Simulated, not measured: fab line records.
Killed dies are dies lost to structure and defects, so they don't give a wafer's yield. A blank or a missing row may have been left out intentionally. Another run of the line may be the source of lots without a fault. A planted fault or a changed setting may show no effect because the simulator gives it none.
One fault seen from 2 desks | flow sky130 | numbers are kept per desk, each desk with only its own; the story behind them comes last

## AT THE METROLOGY DESK
Means of the sampled wafers that have a number, per lot and without regard to the tool the lot ran on: this is what the gauges read. Any lot whose mean is over 4 standard deviations away from the usual mean is out of limits and marked OUT; that distance is given in the brackets.
Columns: A = VIA2_W_RS at SKY_VIA2_RS_MEAS_22, usual 0.2730 ohm/sq
lot  | first seen here | A
L490 | day 36 02:55    | 0.2733
L491 | day 36 07:13    | 0.2725
L492 | day 36 18:07    | 0.2721
L494 | day 37 12:54    | 0.2737
L501 | day 39 23:22    | 0.2733
L502 | day 40 08:57    | 0.2735
L504 | day 40 15:05    | 0.2761
L509 | day 42 04:28    | 0.2742
L511 | day 42 12:37    | 0.2730
L512 | day 42 20:01    | 0.2710
L513 | day 43 04:35    | 0.2634
Result from this desk: across the 11 lots, nothing is out of limits.

## THE TOOL OWNER'S DESK: rieMetal-03
The tool's own readings at SKY_CAPM_METAL_ETCH_13 (etches TiN in Cl2/BCl3, stops on SiO2, target depth 220 nm, time 62.9 s): means of the sampled wafers that have a number, for each lot that ran on this tool. Any lot whose mean is over 4 standard deviations away from the usual mean is out of limits and marked OUT; that distance is given in the brackets.
Columns: A = drypumpMotorCurrentA at SKY_CAPM_METAL_ETCH_13, usual 5.48 A; B = oesProductAu at SKY_CAPM_METAL_ETCH_13, usual 0.938 a.u.; C = rfFwdPowerW at SKY_CAPM_METAL_ETCH_13, usual 893 W; D = throttleValvePct at SKY_CAPM_METAL_ETCH_13, usual 21.903 %
lot  | first seen here | A    | B     | C             | D
L491 | day 37 10:35    | 5.39 | 0.938 | 893           | 21.904
L492 | day 37 20:43    | 5.51 | 0.933 | 891           | 21.908
L501 | day 40 23:29    | 5.46 | 0.921 | 751 (-42) OUT | 21.923
L502 | day 41 10:32    | 5.45 | 0.927 | 745 (-43) OUT | 21.905
L513 | day 44 03:18    | 5.46 | 0.937 | 895           | 21.902
Finding of this desk: L501, L502 out of limits; the first was L501 at day 40 23:29, on rfFwdPowerW at SKY_CAPM_METAL_ETCH_13. Within limits: L491, L492, L513.

## BROUGHT TOGETHER
On L501, L502, at day 40 23:29, an alarm was possible from the tool owner's desk.
Metrology desk: nothing out of limits seen.
The metrology desk has L501, L502 on record, within its limits.
All the named lots went through SKY_CAPM_METAL_ETCH_13 on rieMetal-03.

## WHAT THE SIMULATOR PUT IN
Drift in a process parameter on rieMetal-03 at SKY_CAPM_METAL_ETCH_13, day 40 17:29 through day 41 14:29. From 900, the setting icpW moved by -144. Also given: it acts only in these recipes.
Shown lots that were struck: L501, L502.
Each desk's first reading out of limits, in hours after the fault started: the tool owner's desk, 6.
